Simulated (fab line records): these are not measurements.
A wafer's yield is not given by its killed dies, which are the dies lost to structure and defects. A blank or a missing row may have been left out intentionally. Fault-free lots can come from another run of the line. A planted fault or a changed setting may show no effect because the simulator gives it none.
Struck lot and sound lot, side by side / flow sky130 / 17 steps out of a route of 708
Sound: wafers L946.1, L946.4, L946.5. Wafers struck: L956.1, L956.3, L956.6. The cause comes at the end.
Each step with rows lists, per side, the tool, then ch with its chambers, then its first start. Under that, the readings that differ: sound wafers / struck wafers / difference of the means / sigmas: that difference in standard deviations of wafers without a fault.
alike: a reading whose means differ by less than 2 such deviations, as well as words and numbers matching on both sides. not compared: withheld readings; readings where some wafer has no value; bounds like >300 that might hide an equal value; numbers whose values overlap and for which the record gives no deviation.
Wherever a step has rows on one side only, a row that says differs or no value, or a row with sigmas, the two part there. Numbers that don't overlap but have no deviation are shown without sigmas and don't part them. A reading missing from all wafers of one side parts the sides only when that side holds two or more wafers.

SKY_VT_ADJUST_HVTP_OVL_MEAS_08:
  sound on overlay-01, day 7 01:19; struck on overlay-01, day 8 20:28
  alike: VT_ADJUST_HVTP_OVL
then, 1 step without rows for these wafers: SKY_VT_ADJUST_HVTP_IMPLANT_09.
SKY_VT_ADJUST_HVTP_STRIP_10: strips in O2/N2.
  sound on plasma asher-02 ch 0,1, day 7 01:30; struck on plasma asher-04 ch 0,1, day 8 20:39
  alike: drypump motor current A, oes product au, strip time to endpoint s
  not compared: rf hours counter h
SKY_VT_ADJUST_HVTP_TW_MEAS_11:
  sound on film metro-04, day 7 01:36; struck on film metro-01, day 8 20:45
reading=VT_ADJUST_HVTP_TW; sound=1356 1353 1349; struck=1392 1389 1391; difference=+38; sigmas=+2
then, 7 steps without rows for these wafers: SKY_VT_ADJUST_LVTN_DEHYDRATE_00 (time 60 s); SKY_VT_ADJUST_LVTN_HMDS_01 (prime time 60 s); SKY_VT_ADJUST_LVTN_COAT_02 (resist thk 3000 nm); SKY_VT_ADJUST_LVTN_SOFTBAKE_03; SKY_VT_ADJUST_LVTN_EXPOSE_04 (exposes mask NWM COMPLEMENT LESS NATIVE, target cd 840 nm); SKY_VT_ADJUST_LVTN_PEB_05; SKY_VT_ADJUST_LVTN_DEVELOP_06 (develop time 60 s).
SKY_VT_ADJUST_LVTN_OVL_MEAS_07:
  sound on overlay-02, day 7 21:15; struck on overlay-01, day 9 17:18
  alike: VT_ADJUST_LVTN_OVL
SKY_VT_ADJUST_LVTN_IMPLANT_08:
  sound on implanter-03 ch 0, day 7 21:17; struck on implanter-01 ch 0, day 9 17:20
reading=dose ions cm2; sound=1.5696e+12 1.5705e+12 1.571e+12; struck=1.112e+12 1.1105e+12 1.1088e+12; difference=-4.599e+11; sigmas=-99 or more
reading=faraday current uA; sound=8.64 9.21 8.74; struck=6.40 6.39 6.14; difference=-2.55; sigmas=-15
SKY_VT_ADJUST_LVTN_STRIP_09: strips in O2/N2.
  sound on plasma asher-01 ch 0,1, day 7 21:26; struck on plasma asher-04 ch 0,1, day 9 17:29
  alike: drypump motor current A, oes product au, strip time to endpoint s
  not compared: rf hours counter h
SKY_VT_ADJUST_LVTN_TW_MEAS_10:
  sound on film metro-02, day 7 21:32; struck on film metro-02, day 9 17:35
reading=VT_ADJUST_LVTN_TW; sound=234 237 236; struck=215 214 213; difference=-22; sigmas=-6
then, 2 steps without rows for these wafers: SKY_VT_ADJUST_LVTN_DEHYDRATE_11 (time 60 s); SKY_PAD_OPEN_PROBE_99.

## WHERE THEY PART
First at SKY_VT_ADJUST_HVTP_TW_MEAS_11; last, within this record, at SKY_VT_ADJUST_LVTN_TW_MEAS_10.

WHY: what the simulator had put in
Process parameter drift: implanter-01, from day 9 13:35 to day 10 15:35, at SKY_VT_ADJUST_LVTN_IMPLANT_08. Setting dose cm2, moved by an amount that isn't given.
